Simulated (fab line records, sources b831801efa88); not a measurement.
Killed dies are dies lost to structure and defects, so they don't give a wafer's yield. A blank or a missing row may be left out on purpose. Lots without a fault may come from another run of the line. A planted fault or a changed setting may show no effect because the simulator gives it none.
One fault seen from 2 desks | flow gf180mcu | each desk has only its own numbers; what lay behind them comes last

THE METROLOGY DESK
What the gauges read, lot by lot, whatever tool the lot ran on: means of the sampled wafers that have a number. A lot is out of limits, marked OUT, if its mean lies more than 4 standard deviations from the usual mean; the brackets give that distance.
Columns: A = STI_CVD_23_THK at GF_STI_THK_MEAS_24, usual 649 nm
lot  | first seen here | A
L904 | day 2 03:25     | 656
L905 | day 2 08:10     | 654
L907 | day 2 19:25     | 641
L908 | day 3 00:01     | 642
L913 | day 4 01:36     | 653
L914 | day 4 07:26     | 645
L915 | day 4 12:14     | 649
L917 | day 4 23:09     | 650
L918 | day 5 11:47     | 647
L919 | day 5 14:13     | 650
L920 | day 5 16:50     | 651
L921 | day 5 16:51     | 646
L924 | day 6 12:47     | 645
L925 | day 6 16:45     | 656
This desk's finding: nothing out of limits on any of the 14 lots.

THE TOOL OWNER'S DESK: wet_bench-04
The tool's own readings at GF_VT_IMPLANT_WET_ETCH_50 (etches SiO2 in dHF, target depth 20 nm, time 400 s): means of the sampled wafers that have a number, for each lot that ran on this tool. A lot is out of limits, marked OUT, if its mean lies more than 4 standard deviations from the usual mean; the brackets give that distance.
Columns: A = bath_heat_duty_pct at GF_VT_IMPLANT_WET_ETCH_50, usual 6.5 %; B = run_length_s at GF_VT_IMPLANT_WET_ETCH_50, usual 427 s
lot  | first seen here | A   | B
L904 | day 7 08:44     | 7.5 | 424
L908 | day 8 10:16     | 7.5 | 432
L914 | day 10 04:29    | 5.6 | 424
L915 | day 10 11:17    | 5.7 | 425
L919 | day 12 06:02    | 5.3 | 424
L920 | day 12 07:14    | 7.3 | 425
L924 | day 13 10:56    | 6.2 | 426
This desk's finding: nothing out of limits on any of the 7 lots.

PUT TOGETHER
The metrology desk saw nothing out of limits.
The tool owner's desk saw nothing out of limits.

WHAT THE SIMULATOR HAD PUT IN
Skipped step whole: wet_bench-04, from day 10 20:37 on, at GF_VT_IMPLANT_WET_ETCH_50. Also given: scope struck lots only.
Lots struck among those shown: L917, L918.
